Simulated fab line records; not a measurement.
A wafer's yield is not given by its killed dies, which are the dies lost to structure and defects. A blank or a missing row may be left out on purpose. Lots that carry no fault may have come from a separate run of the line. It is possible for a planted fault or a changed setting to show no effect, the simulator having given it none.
Comparing a struck lot with a sound one :: flow gf180mcu :: 14 out of 602 route steps
Sound: these wafers, L909.3, L909.4, L909.5. Struck: wafers L907.1, L907.4, L907.5. At the end, the cause is stated.
Each step with rows lists, per side, the tool, then ch with its chambers, then its first start. Under that, the readings that differ: sound wafers :: struck wafers :: difference of the means :: sigmas: that difference in standard deviations of wafers without a fault.
alike: same words and numbers on both sides, and readings whose means sit less than 2 such deviations apart. not compared: any withheld reading, any reading some wafer has no value for, any bound like >300 that may hide the same value, and any number with overlapping values for which the record gives no deviation.
Wherever a step has rows on one side only, a row that says differs or no value, or a row with sigmas, the two part there. Numbers that have no deviation but don't overlap get no sigmas and don't part them. Lack of a reading on every wafer of one side parts them only where that side has two or more wafers.

GF_VT_IMPLANT_RS_MEAS_49: the measuring method here is four-point-probe.
  sound on film metro-02, day 12 21:52; struck on film metro-01, day 12 05:41
  alike: MVPSD_RS
then, 4 steps without rows for these wafers: GF_VT_IMPLANT_WET_ETCH_50 (etches SiO2 in dHF, target depth 20 nm, time 400 s); GF_DUAL_GATE_CLEAN_00 (cleans in SC1/SC2, time 150 s); GF_DUAL_GATE_CLEAN_01 (cleans in dHF, time 20 s); GF_DUAL_GATE_OXIDATION_02 (stabilise 600 s, purge 300 s, target thk 10.887 nm).
GF_DUAL_GATE_THK_MEAS_03:
  sound on film metro-03, day 12 23:59; struck on film metro-03, day 12 08:10
  alike: DUAL_GATE_OXIDATION_00_THK
then, 6 steps without rows for these wafers: GF_DUAL_GATE_DEHYDRATE_04 (time 60 s); GF_DUAL_GATE_HMDS_05 (prime time 60 s); GF_DUAL_GATE_COAT_06 (resist thk 1000 nm); GF_DUAL_GATE_SOFTBAKE_07 (time 60 s); GF_DUAL_GATE_EXPOSE_08 (exposes mask Dualgate, target cd 700 nm); GF_DUAL_GATE_PEB_09.
GF_DUAL_GATE_DEVELOP_10: develop time 60 s.
  struck on litho track-01, day 13 02:29; sound on litho track-02 ch 0, day 13 19:23
  no value came back on the struck wafers for chill plate temp C (C), develop time s (s); on the sound wafers chill plate temp C (C) reads 23.18 23.28 23.29
GF_DUAL_GATE_OVL_MEAS_11:
  sound on overlay-01, day 13 19:30; struck on overlay-01, day 13 02:38
reading: DUAL_GATE_OVL (nm)
sound: -4.0 -3.3 -3.1
struck: - - -
difference: no value on the struck wafers
sigmas: 

WHERE THEY PART
Last at GF_DUAL_GATE_OVL_MEAS_11 as far as this record goes, first at GF_DUAL_GATE_DEVELOP_10.

WHY: the cause the simulator had injected
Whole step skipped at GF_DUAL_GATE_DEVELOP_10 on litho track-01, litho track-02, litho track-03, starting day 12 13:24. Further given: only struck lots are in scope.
